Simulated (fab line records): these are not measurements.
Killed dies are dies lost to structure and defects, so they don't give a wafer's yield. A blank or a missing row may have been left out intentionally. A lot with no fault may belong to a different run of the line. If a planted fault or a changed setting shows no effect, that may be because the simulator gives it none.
fab line records ; flow sky130
record: lots: 10; wafers: 30; last-day: 50
route steps=708 shown LI_CONTACT@381 LOCAL_INTERCONNECT@387
lots that met no fault: from a run of the same line without faults
start-h: hours from the record's first day to the start of the lot's first wafer shown ; wait-h: hours elapsed since this lot's preceding step ; " repeats the value in the row above ; L1.1+2: one row covering several wafers at once ; - value missing, or start not given ; * or withheld: withheld ; < > ~ a bound
route shown NAME@n: names a module that has steps shown in the file, with the first one's number in the route ; usual: mean/standard deviation of fault-free wafers ; same: alike in all rows ; chamber/n: place in a boat ; sites: readings site by site ; _std_site: how widely they spread, as a standard deviation ; _edge_site: the outer-site mean with the inner-site mean subtracted ; radius-mm: for every site, how far away it sits from the centre of the wafer ; mask NAME#n: copy n ; behind: tool/chamber where the wafer was last shaped ; hold: what put the lot on hold/how long, in hours/how the hold closed ; device: the transistor (n, p or np) that didn't switch ; end of line: tests run on the same wafers once the route is complete ; a step given without rows: its recipe and nothing more ; killed: dies lost to structure and defects at the first sort, not the wafer's yield ; map: a wafer's dies, marking killed ones x, the rest . and places with no die _
set.NAME: the setting the step ran with; set.NAME@STEP: the setting that earlier step ran with ; model.NAME: the simulator's own value behind a step, which no gauge read
a sample of lots followed through the steps of the route, with each step as a table and each wafer as a row
services: when a tool's chamber went out of use (start-h, in hours from the record's first day, below 0 if earlier), for how many hours, and the reason
== steps ==
step: SKY_LI_CONTACT_SPUTTER_19
recipe: material: Ti; target-thk-nm: 20; chamber-pressure-pa: 5; power-w: 2500; substrate-temp-c: 200; time-s: 106.37
usual: throttle-valve-pct: 30.3/1.2
lot.wafer;tool;chamber;start-h;wait-h;throttle-valve-pct
L186.2;pvd-sputter-01;-;713.87;0.0;28.5
L186.3;pvd-sputter-01;-;713.87;0.0;30.6
L186.5;pvd-sputter-01;-;713.87;0.0;28.6
L185.2;pvd-sputter-03;-;715.72;0.0;30.1
L185.3;pvd-sputter-03;-;715.72;0.0;32.4
L185.6;pvd-sputter-03;-;715.72;0.0;30.2
L188.1;pvd-sputter-03;-;724.27;0.0;29.7
L188.2;pvd-sputter-03;-;724.27;0.0;31.3
L188.6;pvd-sputter-03;-;724.27;0.0;30.0
L190.1;pvd-sputter-04;-;734.32;0.0;30.1
L190.2;pvd-sputter-04;-;734.32;0.0;33.0
L190.3;pvd-sputter-04;-;734.32;0.0;31.1
L192.1;pvd-sputter-01;-;757.29;0.0;28.8
L192.2;pvd-sputter-01;-;757.29;0.0;30.4
L192.4;pvd-sputter-01;-;757.29;0.0;30.1
L193.1;pvd-sputter-03;-;766.34;0.0;32.2
L193.2;pvd-sputter-03;-;766.34;0.0;30.0
L193.4;pvd-sputter-03;-;766.34;0.0;31.1
L197.1;pvd-sputter-04;-;792.86;0.0;29.9
L197.2;pvd-sputter-04;-;792.86;0.0;31.1
L197.4;pvd-sputter-04;-;792.86;0.0;30.2
L200.3;pvd-sputter-01;-;810.60;0.0;29.7
L200.4;pvd-sputter-01;-;810.60;0.0;28.8
L200.6;pvd-sputter-01;-;810.60;0.0;30.6
L201.1;pvd-sputter-01;-;818.87;0.0;29.9
L201.2;pvd-sputter-01;-;818.87;0.0;30.4
L201.3;pvd-sputter-01;-;818.87;0.0;28.6
L206.3;pvd-sputter-04;-;856.35;0.0;33.2
L206.5;pvd-sputter-04;-;856.35;0.0;29.9
L206.6;pvd-sputter-04;-;856.35;0.0;33.0
step: SKY_LI_CONTACT_SPUTTER_20
recipe: material: TiN; target-thk-nm: 20; chamber-pressure-pa: 5; power-w: 4000; time-s: 80
usual: throttle-valve-pct: 30.3/1.2
lot.wafer;tool;chamber;start-h;wait-h;throttle-valve-pct
L186.2;pvd-sputter-01;-;713.95;0.0;28.5
L186.3;pvd-sputter-01;-;713.95;0.0;30.2
L186.5;pvd-sputter-01;-;713.95;0.0;28.5
L185.2;pvd-sputter-03;-;715.80;0.0;30.1
L185.3;pvd-sputter-03;-;715.80;0.0;32.3
L185.6;pvd-sputter-03;-;715.80;0.0;30.2
L188.1;pvd-sputter-03;-;724.35;0.0;29.3
L188.2;pvd-sputter-03;-;724.35;0.0;31.4
L188.6;pvd-sputter-03;-;724.35;0.0;30.4
L190.1;pvd-sputter-04;-;734.40;0.0;30.3
L190.2;pvd-sputter-04;-;734.40;0.0;33.0
L190.3;pvd-sputter-04;-;734.40;0.0;31.1
L192.1;pvd-sputter-01;-;757.36;0.0;28.8
L192.2;pvd-sputter-01;-;757.36;0.0;30.5
L192.4;pvd-sputter-01;-;757.36;0.0;29.8
L193.1;pvd-sputter-03;-;766.41;0.0;32.4
L193.2;pvd-sputter-03;-;766.41;0.0;30.2
L193.4;pvd-sputter-03;-;766.41;0.0;31.3
L197.1;pvd-sputter-04;-;792.93;0.0;30.0
L197.2;pvd-sputter-04;-;792.93;0.0;31.0
L197.4;pvd-sputter-04;-;792.93;0.0;30.1
L200.3;pvd-sputter-01;-;810.68;0.0;29.9
L200.4;pvd-sputter-01;-;810.68;0.0;28.7
L200.6;pvd-sputter-01;-;810.68;0.0;30.6
L201.1;pvd-sputter-01;-;818.95;0.0;29.7
L201.2;pvd-sputter-01;-;818.95;0.0;30.5
L201.3;pvd-sputter-01;-;818.95;0.0;28.7
L206.3;pvd-sputter-04;-;856.42;0.0;32.7
L206.5;pvd-sputter-04;-;856.42;0.0;30.4
L206.6;pvd-sputter-04;-;856.42;0.0;32.7
step: SKY_LOCAL_INTERCONNECT_SPUTTER_00
recipe: material: TiN; target-thk-nm: 100; temp-c: 300; power-w: 6500; time-s: 83.3; chamber-pressure-pa: 0.4
usual: throttle-valve-pct: 30.6/1
lot.wafer;tool;chamber;start-h;wait-h;throttle-valve-pct
L186.2;pvd-sputter-04;-;714.61;0.2;33.0
L186.3;pvd-sputter-04;-;714.61;0.2;30.2
L186.5;pvd-sputter-04;-;714.61;0.2;30.2
L185.2;pvd-sputter-02;-;716.46;0.2;31.3
L185.3;pvd-sputter-02;-;716.46;0.2;29.6
L185.6;pvd-sputter-02;-;716.46;0.2;30.4
L188.1;pvd-sputter-04;-;725.01;0.1;30.2
L188.2;pvd-sputter-04;-;725.01;0.1;33.1
L188.6;pvd-sputter-04;-;725.01;0.1;32.9
L190.1;pvd-sputter-02;-;735.06;0.2;30.6
L190.2;pvd-sputter-02;-;735.06;0.2;30.0
L190.3;pvd-sputter-02;-;735.06;0.2;30.3
L192.1;pvd-sputter-02;-;758.03;0.2;30.4
L192.2;pvd-sputter-02;-;758.03;0.2;29.1
L192.4;pvd-sputter-02;-;758.03;0.2;31.0
L193.1;pvd-sputter-04;-;767.08;0.2;30.9
L193.2;pvd-sputter-04;-;767.08;0.2;30.1
L193.4;pvd-sputter-04;-;767.08;0.2;33.1
L197.1;pvd-sputter-03;-;793.60;0.1;31.6
L197.2;pvd-sputter-03;-;793.60;0.1;30.1
L197.4;pvd-sputter-03;-;793.60;0.1;29.1
L200.3;pvd-sputter-04;-;811.35;0.2;31.0
L200.4;pvd-sputter-04;-;811.35;0.2;30.1
L200.6;pvd-sputter-04;-;811.35;0.2;30.0
L201.1;pvd-sputter-04;-;819.61;0.1;30.9
L201.2;pvd-sputter-04;-;819.61;0.1;32.9
L201.3;pvd-sputter-04;-;819.61;0.1;30.3
L206.3;pvd-sputter-03;-;857.53;0.2;32.2
L206.5;pvd-sputter-03;-;857.53;0.2;31.5
L206.6;pvd-sputter-03;-;857.53;0.2;30.2
step: SKY_LOCAL_INTERCONNECT_RS_MEAS_01
recipe: thk-meas-gauge: four-point-probe; reads: TiN_of_LOCAL_INTERCONNECT_SPUTTER_00
usual: LOCAL_INTERCONNECT_TIN_RS: 14.25/0.17
lot.wafer;tool;chamber;start-h;wait-h;LOCAL_INTERCONNECT_TIN_RS[ohm/sq]
L186.2;film-metro-04;-;714.70;0.1;14.25
L186.3;film-metro-04;-;714.70;0.1;14.41
L186.5;film-metro-04;-;714.70;0.1;14.34
L185.2;film-metro-04;-;716.55;0.1;14.32
L185.3;film-metro-04;-;716.55;0.1;14.18
L185.6;film-metro-04;-;716.55;0.1;14.40
L188.1;film-metro-03;-;725.08;0.0;14.34
L188.2;film-metro-03;-;725.08;0.0;14.23
L188.6;film-metro-03;-;725.08;0.0;14.21
L190.1;film-metro-04;-;735.13;0.0;16.97
L190.2;film-metro-04;-;735.13;0.0;16.80
L190.3;film-metro-04;-;735.13;0.0;17.18
L192.1;film-metro-04;-;758.09;0.0;17.19
L192.2;film-metro-04;-;758.09;0.0;17.11
L192.4;film-metro-04;-;758.09;0.0;17.17
L193.1;film-metro-04;-;767.14;0.0;14.15
L193.2;film-metro-04;-;767.14;0.0;14.26
L193.4;film-metro-04;-;767.14;0.0;14.28
L197.1;film-metro-04;-;793.66;0.0;14.16
L197.2;film-metro-04;-;793.66;0.0;14.17
L197.4;film-metro-04;-;793.66;0.0;13.95
L200.3;film-metro-04;-;811.45;0.1;14.36
L200.4;film-metro-04;-;811.45;0.1;14.60
L200.6;film-metro-04;-;811.45;0.1;14.53
L201.1;film-metro-02;-;819.68;0.0;14.28
L201.2;film-metro-02;-;819.68;0.0;14.38
L201.3;film-metro-02;-;819.68;0.0;14.21
L206.3;film-metro-03;-;857.63;0.1;14.21
L206.5;film-metro-03;-;857.63;0.1;14.34
L206.6;film-metro-03;-;857.63;0.1;14.23
step: SKY_LOCAL_INTERCONNECT_THK_MEAS_02
recipe: thk-meas-gauge: xrf; reads: TiN_of_LOCAL_INTERCONNECT_SPUTTER_00
usual: LOCAL_INTERCONNECT_TIN_THK: 100.9/1.2
lot.wafer;tool;chamber;start-h;wait-h;LOCAL_INTERCONNECT_TIN_THK[nm]
L186.2;film-metro-04;-;714.81;0.1;100.7
L186.3;film-metro-04;-;714.81;0.1;99.4
L186.5;film-metro-04;-;714.81;0.1;99.5
L185.2;film-metro-04;-;716.66;0.1;99.7
L185.3;film-metro-04;-;716.66;0.1;100.8
L185.6;film-metro-04;-;716.66;0.1;99.1
L188.1;film-metro-03;-;725.20;0.1;99.8
L188.2;film-metro-03;-;725.20;0.1;99.8
L188.6;film-metro-03;-;725.20;0.1;100.1
L190.1;film-metro-04;-;735.25;0.1;87.7
L190.2;film-metro-04;-;735.25;0.1;88.8
L190.3;film-metro-04;-;735.25;0.1;87.2
L192.1;film-metro-04;-;758.21;0.1;86.4
L192.2;film-metro-04;-;758.21;0.1;87.4
L192.4;film-metro-04;-;758.21;0.1;86.5
L193.1;film-metro-04;-;767.26;0.1;102.1
L193.2;film-metro-04;-;767.26;0.1;100.9
L193.4;film-metro-04;-;767.26;0.1;100.6
L197.1;film-metro-04;-;793.78;0.1;101.3
L197.2;film-metro-04;-;793.78;0.1;101.0
L197.4;film-metro-04;-;793.78;0.1;102.9
L200.3;film-metro-04;-;811.55;0.1;99.4
L200.4;film-metro-04;-;811.55;0.1;98.4
L200.6;film-metro-04;-;811.55;0.1;98.9
L201.1;film-metro-02;-;819.80;0.1;101.3
L201.2;film-metro-02;-;819.80;0.1;100.6
L201.3;film-metro-02;-;819.80;0.1;102.2
L206.3;film-metro-03;-;857.73;0.1;100.7
L206.5;film-metro-03;-;857.73;0.1;99.4
L206.6;film-metro-03;-;857.73;0.1;100.0
step: SKY_LOCAL_INTERCONNECT_METAL_ETCH_14
recipe: target-depth-nm: 110; stop-on: PSG; chemistry: Cl2/BCl3; target: TiN; resist-sidewall-deg: 88; pressure-mtorr: 10; icp-w: 900; bias-w: 48.5; Cl2_flow_sccm: 60; bcl3-flow-sccm: 30; time-s: 31.4
usual: drypump-motor-current-A: 5.47/0.28; mfc-cl2-sccm: 60.01/0.17; oes-product-au: 0.937/0.0072; throttle-valve-pct: 21.905/0.01
lot.wafer;tool;chamber;start-h;wait-h;drypump-motor-current-A;mfc-cl2-sccm;oes-product-au;rf-hours-counter-h;throttle-valve-pct
L186.2;rie-metal-03;0;742.95;0.0;4.93;59.83;0.938;11;21.913
L186.3;rie-metal-03;0;742.95;0.0;4.94;59.89;0.938;-;21.915
L186.5;rie-metal-03;1;742.95;0.0;5.42;60.05;0.928;-;21.894
L185.2;rie-metal-02;1;744.69;0.1;5.80;59.98;0.942;-;21.907
L185.3;rie-metal-02;1;744.69;0.1;5.81;60.21;0.942;-;21.891
L185.6;rie-metal-02;1;744.69;0.1;5.78;59.80;0.927;-;21.905
L188.1;rie-metal-03;0;753.26;0.0;4.93;59.54;0.935;12;21.918
L188.2;rie-metal-03;1;753.26;0.0;5.40;60.15;0.937;17;21.918
L188.6;rie-metal-03;0;753.26;0.0;4.93;59.71;0.933;-;21.911
L190.1;rie-metal-02;1;762.89;0.1;5.82;59.89;0.864;13;21.950
L190.2;rie-metal-02;1;762.89;0.1;5.82;60.17;0.868;-;21.943
L190.3;rie-metal-02;1;762.89;0.1;5.81;60.08;0.855;-;21.953
L192.1;rie-metal-02;1;785.05;0.0;5.81;60.07;0.861;14;21.958
L192.2;rie-metal-02;0;785.05;0.0;5.16;59.89;0.865;1;21.956
L192.4;rie-metal-02;1;785.05;0.0;5.79;59.99;0.859;-;21.956
L193.1;rie-metal-03;1;793.86;0.0;5.39;59.98;0.942;0;21.897
L193.2;rie-metal-03;0;793.86;0.0;4.93;59.83;0.935;14;21.905
L193.4;rie-metal-03;0;793.86;0.0;4.94;59.82;0.939;-;21.893
L197.1;rie-metal-03;1;820.36;0.0;5.42;60.18;0.953;1;21.894
L197.2;rie-metal-03;0;820.36;0.0;4.93;60.12;0.938;15;21.915
L197.4;rie-metal-03;1;820.36;0.0;5.42;59.91;0.947;-;21.891
L200.3;rie-metal-01;0;837.86;0.1;5.52;60.05;0.937;-;21.915
L200.4;rie-metal-01;0;837.86;0.1;5.52;59.83;0.927;-;21.926
L200.6;rie-metal-01;0;837.86;0.1;5.53;60.26;0.916;-;21.905
L201.1;rie-metal-01;1;845.83;0.0;5.59;59.94;0.932;0;21.914
L201.2;rie-metal-01;0;845.83;0.0;5.54;60.13;0.938;5;21.902
L201.3;rie-metal-01;1;845.83;0.0;5.57;59.76;0.937;-;21.889
L206.3;rie-metal-01;0;884.38;0.0;5.53;60.16;0.938;-;21.901
L206.5;rie-metal-01;1;884.38;0.0;5.59;60.16;0.929;-;21.907
L206.6;rie-metal-01;0;884.38;0.0;5.50;60.21;0.943;-;21.923
step: SKY_LOCAL_INTERCONNECT_STRIP_15
recipe: chemistry: O2/N2; power-w: 1400; pressure-mtorr: 1500; platen-temp-c: withheld; o2-flow-sccm: 3000; n2-flow-sccm: 300; overash-fraction: 0.5
usual: drypump-motor-current-A: 5.6/0.41; o2-flow-sccm: 3001/8.9; oes-product-au: 0.427/0.0048; strip-time-to-endpoint-s: 4.718/0.023
same: overash-fraction: 0.5
lot.wafer;tool;chamber;start-h;wait-h;drypump-motor-current-A;o2-flow-sccm;oes-product-au;rf-hours-counter-h;strip-time-to-endpoint-s
L186.2;plasma-asher-02;0;743.00;0.0;5.2;3003;0.425;33;4.727
L186.3;plasma-asher-02;0;743.00;0.0;5.2;2996;0.428;-;4.759
L186.5;plasma-asher-02;1;743.00;0.0;5.9;3001;0.429;-;4.739
L185.2;plasma-asher-03;0;744.78;0.1;5.2;3008;0.424;91;4.698
L185.3;plasma-asher-03;1;744.78;0.1;6.2;2998;0.431;-;4.717
L185.6;plasma-asher-03;1;744.78;0.1;6.2;2995;0.426;-;4.710
L188.1;plasma-asher-03;1;753.31;0.0;6.2;3004;0.424;92;4.697
L188.2;plasma-asher-03;0;753.31;0.0;5.3;3000;0.420;92;4.689
L188.6;plasma-asher-03;0;753.31;0.0;5.2;2990;0.427;-;4.743
L190.1;plasma-asher-03;1;763.02;0.1;6.2;3001;0.429;93;4.732
L190.2;plasma-asher-03;0;763.02;0.1;5.3;3003;0.419;93;4.700
L190.3;plasma-asher-03;0;763.02;0.1;5.3;3004;0.417;-;4.706
L192.1;plasma-asher-03;0;785.10;0.0;5.3;3008;0.428;95;4.724
L192.2;plasma-asher-03;1;785.10;0.0;6.2;3004;0.425;95;4.711
L192.4;plasma-asher-03;0;785.10;0.0;5.3;3004;0.430;-;4.718
L193.1;plasma-asher-01;0;793.91;0.0;5.5;3007;0.431;5;4.680
L193.2;plasma-asher-01;1;793.91;0.0;5.3;3003;0.420;5;4.708
L193.4;plasma-asher-01;1;793.91;0.0;5.3;3001;0.429;-;4.682
L197.1;plasma-asher-03;1;820.41;0.0;6.2;2984;0.420;99;4.670
L197.2;plasma-asher-03;0;820.41;0.0;5.2;3000;0.423;99;4.700
L197.4;plasma-asher-03;0;820.41;0.0;5.2;2993;0.425;-;4.684
L200.3;plasma-asher-02;0;837.96;0.1;5.2;2995;0.431;-;4.734
L200.4;plasma-asher-02;1;837.96;0.1;5.9;3028;0.437;-;4.740
L200.6;plasma-asher-02;0;837.96;0.1;5.2;2997;0.431;-;4.737
L201.1;plasma-asher-01;0;845.88;0.0;5.4;3004;0.432;8;4.741
L201.2;plasma-asher-01;1;845.88;0.0;5.3;3007;0.433;8;4.731
L201.3;plasma-asher-01;1;845.88;0.0;5.3;2995;0.423;-;4.753
L206.3;plasma-asher-01;1;884.45;0.1;5.3;3000;0.426;-;4.722
L206.5;plasma-asher-01;1;884.45;0.1;5.3;3004;0.425;-;4.748
L206.6;plasma-asher-01;0;884.45;0.1;5.5;3019;0.428;-;4.728
== services ==
tool;chamber;start-h;hours;kind
pvd-sputter-02;-;692.63;9.7;repair
pvd-sputter-04;-;693.23;6.9;repair
rie-metal-03;0;693.63;18.7;repair
rie-metal-02;-;694.17;2.0;repair
rie-metal-01;0;723.14;11.0;repair
plasma-asher-01;-;733.81;9.0;pm
plasma-asher-01;0;733.81;9.0;vent-cycle
plasma-asher-01;1;733.81;9.0;vent-cycle
rie-metal-02;0;739.52;-;clean
rie-metal-02;0;739.52;23.9;scheduled-down
rie-metal-02;0;739.52;23.9;vent-cycle
plasma-asher-01;-;742.81;2.8;pm
rie-metal-03;1;772.17;-;clean
rie-metal-03;1;772.17;19.3;scheduled-down
rie-metal-03;1;772.17;19.3;vent-cycle
plasma-asher-01;-;796.20;19.4;repair
rie-metal-02;-;799.29;3.8;repair
rie-metal-01;-;807.32;14.6;pm
rie-metal-01;0;827.48;1.5;repair
pvd-sputter-04;-;832.54;2.5;repair
rie-metal-03;-;863.70;2.3;repair
rie-metal-02;-;874.54;2.8;pm
pvd-sputter-04;-;882.32;14.1;repair
plasma-asher-02;-;883.63;2.8;pm
== key ==
first-sign: step: SKY_LOCAL_INTERCONNECT_RS_MEAS_01; reading: LOCAL_INTERCONNECT_TIN_RS; direction: up; sigmas: 17; usual: 14.25; struck: 17.07
effect: step: SKY_LOCAL_INTERCONNECT_THK_MEAS_02; reading: LOCAL_INTERCONNECT_TIN_THK; direction: down; sigmas: 11; usual: 100.9; struck: 87.3
effect: step: SKY_LOCAL_INTERCONNECT_METAL_ETCH_14; reading: oes-product-au; direction: down; sigmas: 10; usual: 0.937; struck: 0.862
met-at SKY_LOCAL_INTERCONNECT_SPUTTER_00
struck-lots L190,L192
rows-end L192.1,L192.2,L192.4
tester-left-out L190
not-acting-at SKY_LI_CONTACT_SPUTTER_19,SKY_LI_CONTACT_SPUTTER_20,SKY_LOCAL_INTERCONNECT_STRIP_15
onset-between 716.46 735.06
fault: kind: site-profile-drift; tool: pvd-sputter-02; chamber: -; onset-h: 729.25; steps: SKY_LOCAL_INTERCONNECT_SPUTTER_00; basis: fraction; max-abs-drift: 0.2768; slope-share-per-hr: 61.512; site-pattern: 0,0,0,0,0,-1,-1,-1,-1
tester-left-out: of these lots the tester's yield and bins aren't shown, on N5 and GAA mostly nor the transistor test; their killed dies are dies lost to structure and defects alone, not to doping, threshold or leakage, so they don't give the yield
rows-end: these wafers met a further fault down the route, and their rows from its step on are left out
